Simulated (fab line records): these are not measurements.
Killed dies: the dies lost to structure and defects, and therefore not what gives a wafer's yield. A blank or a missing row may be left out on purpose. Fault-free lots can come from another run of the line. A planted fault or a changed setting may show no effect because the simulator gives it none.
fab line records | flow sky130
record: lots: 13 wafers: 39 last-day: 50
route steps=708 shown POLY_GATE@234 LDD_N@244 LDD_HVN@277 SD_P@331
lots untouched by any fault: they come from a run of this same line in which no faults occurred
start-h: start of the lot's first displayed wafer, in hours after the record's first day | wait-h: hours since the lot's step before | " repeats the value in the row above | L1.1+2: one row covering several wafers at once | - no value, or no start was given | * or withheld: withheld | < > ~ a bound
route shown NAME@n: a module of which the file shows steps, and the number in the route of the first | usual: the fault-free wafers' mean and standard deviation | same: alike in all rows | chamber/n: place in a boat | sites: each site's reading | _std_site: standard deviation of those values | _edge_site: mean of outer sites minus mean of inner sites | radius-mm: how far each site lies from the wafer's centre | mask NAME#n: copy n | behind: the last tool/chamber to shape the wafer | hold: cause of the lot's hold/its duration in hours/its outcome | device: the n, p or np transistor that did not switch | end of line: the tests these same wafers got at the end of their route | for a step that has no rows: nothing shown but its recipe | killed: dies that structure and defects cost at the first sort, which is not the same as the wafer's yield | map: dies across one wafer; x = killed, . = not, _ = none there
set.NAME: the setting that was run; set.NAME@STEP: the one run at that earlier step | model.NAME: the simulator's own value behind a step, which no gauge read
the route's steps for a sample of lots (tables are steps, rows are wafers)
services: from which hour (start-h, from the record's first day; less than 0 if before it) a tool's chamber was out of use, for how many hours, and why
== steps ==
step: SKY_POLY_GATE_OXIDATION_20
recipe: temp-c: 850 ambient: O2 stabilise-s: 600 purge-s: 300 target-thk-a: 40 ox-time-s: 899
usual: spike-tc-bottom-C: 866.4/1.8 zone-power-upper-pct: 15.6/1
same: stabilise-s: 600
columns lot.wafer tool chamber start-h wait-h spike-tc-bottom-C zone-power-upper-pct
L394.3 furnace-01 0 379.34 0.5 865.3 14.7
L394.4 " 0 " " 865.9 14.7
L394.6 " 0 " " 866.1 15.0
L396.4 furnace-02 0 392.49 1.8 869.9 16.9
L396.5 " 0 " " 868.3 17.0
L396.6 " 0 " " 870.9 16.7
L397.1 furnace-01 0 397.49 0.0 864.2 14.6
L397.2 " 0 " " 864.7 14.9
L397.4 " 0 " " 864.7 14.9
L399.1 furnace-01 0 428.46 8.2 864.3 14.7
L399.2 " 0 " " 863.5 14.6
L399.5 " 0 " " 865.0 14.8
L400.1 furnace-01 0 428.46 1.5 867.2 14.7
L400.3 " 0 " " 864.3 14.6
L400.4 " 0 " " 863.9 14.9
L402.1 furnace-02 0 443.64 1.4 867.0 17.2
L402.2 " 0 " " 867.7 16.8
L402.4 " 0 " " 869.4 17.1
L403.1 furnace-02 0 456.24 0.0 867.1 17.3
L403.2 " 0 " " 868.5 16.9
L403.6 " 0 " " 868.2 17.1
L404.2 furnace-02 0 457.88 0.0 869.9 16.9
L404.5 " 0 " " 867.9 16.7
L404.6 " 0 " " 867.2 16.6
L406.2 furnace-02 0 481.25 0.0 867.5 16.9
L406.3 " 0 " " 869.6 16.8
L406.6 " 0 " " 866.9 16.6
L405.1 furnace-01 0 483.30 0.0 865.9 14.8
L405.2 " 0 " " 864.2 14.6
L405.4 " 0 " " 866.5 14.6
L415.1 furnace-01 0 557.18 0.0 864.6 14.6
L415.3 " 0 " " 866.6 14.8
L415.4 " 0 " " 865.0 15.0
L417.2 furnace-02 0 562.10 0.0 868.9 16.9
L417.3 " 0 " " 869.5 16.8
L417.5 " 0 " " 868.8 16.8
L416.2 furnace-01 0 563.35 0.0 864.7 15.0
L416.4 " 0 " " 865.3 14.8
L416.5 " 0 " " 865.0 14.8
step: SKY_POLY_GATE_THK_MEAS_21
recipe: reads: SiO2_of_POLY_GATE_OXIDATION_20
usual: POLY_GATE_OXIDATION_THK: 3.99/0.079
columns lot.wafer tool chamber start-h wait-h POLY_GATE_OXIDATION_THK[nm]
L394.3 film-metro-02 - 380.62 0.0 3.96
L394.4 " - " " 3.92
L394.6 " - " " 3.90
L396.4 film-metro-01 - 393.77 0.0 4.16
L396.5 " - " " 4.09
L396.6 " - " " 4.17
L397.1 film-metro-01 - 398.74 0.0 3.89
L397.2 " - " " 3.90
L397.4 " - " " 3.99
L399.1 film-metro-01 - 429.71 0.0 3.90
L399.2 " - " " 3.97
L399.5 " - " " 4.00
L400.1 film-metro-02 - 429.71 0.0 4.12
L400.3 " - " " 4.09
L400.4 " - " " 4.11
L402.1 film-metro-04 - 444.89 0.0 3.90
L402.2 " - " " 4.06
L402.4 " - " " 4.06
L403.1 film-metro-04 - 457.49 0.0 4.54
L403.2 " - " " 4.55
L403.6 " - " " 4.55
L404.2 film-metro-04 - 459.14 0.0 4.61
L404.5 " - " " 4.65
L404.6 " - " " 4.56
L406.2 film-metro-04 - 482.51 0.0 4.65
L406.3 " - " " 4.65
L406.6 " - " " 4.63
L405.1 film-metro-01 - 484.55 0.0 3.97
L405.2 " - " " 3.94
L405.4 " - " " 3.86
L415.1 film-metro-02 - 558.43 0.0 3.94
L415.3 " - " " 3.93
L415.4 " - " " 3.98
L417.2 film-metro-02 - 563.36 0.0 4.02
L417.3 " - " " 4.04
L417.5 " - " " 4.06
L416.2 film-metro-04 - 564.61 0.0 3.96
L416.4 " - " " 3.94
L416.5 " - " " 3.95
step: SKY_LDD_N_OVL_MEAS_07
usual: LDD_N_OVL: -0.2/1.4
columns lot.wafer tool chamber start-h wait-h LDD_N_OVL[nm]
L394.3 overlay-01 - 409.57 0.1 2.4
L394.4 " - " " 0.0
L394.6 " - " " -0.4
L396.4 overlay-01 - 423.46 0.1 -0.7
L396.5 " - " " 0.2
L396.6 " - " " -0.7
L397.1 overlay-01 - 428.49 0.1 -1.7
L397.2 " - " " -1.4
L397.4 " - " " -0.7
L399.1 overlay-02 - 459.86 0.1 -1.6
L399.2 " - " " -0.2
L399.5 " - " " 1.0
L400.1 overlay-01 - 459.89 0.1 2.1
L400.3 " - " " 0.8
L400.4 " - " " 1.2
L402.1 overlay-01 - 475.16 0.1 1.3
L402.2 " - " " 0.2
L402.4 " - " " -1.5
L403.1 overlay-02 - 488.54 0.1 1.1
L403.2 " - " " -0.8
L403.6 " - " " -0.5
L404.2 overlay-01 - 489.79 0.1 1.7
L404.5 " - " " -0.6
L404.6 " - " " -1.5
L406.2 overlay-02 - 512.68 0.1 -0.6
L406.3 " - " " 1.3
L406.6 " - " " 0.7
L405.1 overlay-01 - 516.29 0.1 0.6
L405.2 " - " " 0.3
L405.4 " - " " 0.6
L415.1 overlay-02 - 587.81 0.1 -3.2
L415.3 " - " " -2.5
L415.4 " - " " -2.8
L417.2 overlay-02 - 593.24 0.1 -0.1
L417.3 " - " " 0.2
L417.5 " - " " 0.7
L416.2 overlay-01 - 594.14 0.1 -1.9
L416.4 " - " " 1.0
L416.5 " - " " -0.6
step: SKY_LDD_HVN_TW_MEAS_10
usual: LDD_HVN_TW: 1438/12
columns lot.wafer tool chamber start-h wait-h LDD_HVN_TW
L394.3 film-metro-02 - 471.35 0.1 1427
L394.4 " - " " 1420
L394.6 " - " " 1425
L396.4 film-metro-02 - 485.20 0.1 1422
L396.5 " - " " 1413
L396.6 " - " " 1414
L397.1 film-metro-02 - 490.62 0.1 1419
L397.2 " - " " 1416
L397.4 " - " " 1427
L399.1 film-metro-04 - 523.47 0.1 1435
L399.2 " - " " 1444
L399.5 " - " " 1436
L400.1 film-metro-01 - 523.51 0.1 1453
L400.3 " - " " 1447
L400.4 " - " " 1447
L402.1 film-metro-01 - 537.56 0.1 1450
L402.2 " - " " 1449
L402.4 " - " " 1450
L403.1 film-metro-02 - 551.52 0.1 1427
L403.2 " - " " 1418
L403.6 " - " " 1423
L404.2 film-metro-01 - 552.27 0.1 1445
L404.5 " - " " 1448
L404.6 " - " " 1441
L406.2 film-metro-01 - 573.83 0.1 1438
L406.3 " - " " 1445
L406.6 " - " " 1446
L405.1 film-metro-01 - 577.67 0.1 1441
L405.2 " - " " 1441
L405.4 " - " " 1450
L415.1 film-metro-04 - 647.27 0.1 1441
L415.3 " - " " 1443
L415.4 " - " " 1448
L417.2 film-metro-02 - 653.13 0.1 1432
L417.3 " - " " 1431
L417.5 " - " " 1435
L416.2 film-metro-02 - 653.83 0.1 1434
L416.4 " - " " 1434
L416.5 " - " " 1437
step: SKY_SD_P_TW_MEAS_11
usual: SD_P_TW: 2815/23
columns lot.wafer tool chamber start-h wait-h SD_P_TW
L394.3 film-metro-04 - 594.21 0.1 2808
L394.4 " - " " 2828
L394.6 " - " " 2834
L396.4 film-metro-04 - 608.11 0.1 2833
L396.5 " - " " 2825
L396.6 " - " " 2809
L397.1 film-metro-01 - 612.74 0.1 2842
L397.2 " - " " 2830
L397.4 " - " " 2846
L399.1 film-metro-04 - 645.04 0.1 2834
L399.2 " - " " 2833
L399.5 " - " " 2844
L400.1 film-metro-02 - 645.54 0.1 2788
L400.3 " - " " 2792
L400.4 " - " " 2791
L402.1 film-metro-04 - 655.53 0.1 2832
L402.2 " - " " 2828
L402.4 " - " " 2824
L403.1 film-metro-04 - 670.14 0.1 2823
L403.2 " - " " 2809
L403.6 " - " " 2831
L404.2 film-metro-02 - 672.10 0.1 2779
L404.5 " - " " 2790
L404.6 " - " " 2791
L406.2 film-metro-01 - 691.34 0.1 2860
L406.3 " - " " 2854
L406.6 " - " " 2842
L405.1 film-metro-04 - 694.44 0.1 2820
L405.2 " - " " 2815
L405.4 " - " " 2834
L415.1 film-metro-01 - 761.14 0.1 2821
L415.3 " - " " 2826
L415.4 " - " " 2832
L417.2 film-metro-02 - 766.59 0.1 2777
L417.3 " - " " 2775
L417.5 " - " " 2782
L416.2 film-metro-02 - 767.40 0.1 2776
L416.4 " - " " 2787
L416.5 " - " " 2787
== services ==
columns tool chamber start-h hours kind
furnace-02 - 406.03 35.0 repair
furnace-01 - 446.76 2.6 pm
furnace-02 - 498.39 3.4 pm
furnace-01 - 511.37 3.2 pm
== key ==
first-sign: step: SKY_POLY_GATE_THK_MEAS_21 reading: POLY_GATE_OXIDATION_THK direction: up sigmas: 7.7 usual: 3.99 struck: 4.60
effect none on later readings
met-at SKY_POLY_GATE_OXIDATION_20
struck-lots L403,L404,L406
tester-left-out L403,L404,L406
not-acting-at SKY_LDD_N_OVL_MEAS_07,SKY_LDD_HVN_TW_MEAS_10,SKY_SD_P_TW_MEAS_11
fault: kind: process-parameter-drift tool: furnace-02 chamber: - onset-h: 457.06 steps: SKY_POLY_GATE_OXIDATION_20 channel: ox-time-s offset: * shape: step end-h: 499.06 acts-in: * stated: *
tester-left-out: of these lots the tester's yield and bins aren't shown, on N5 and GAA mostly nor the transistor test; their killed dies are dies lost to structure and defects alone, not to doping, threshold or leakage, so they don't give the yield
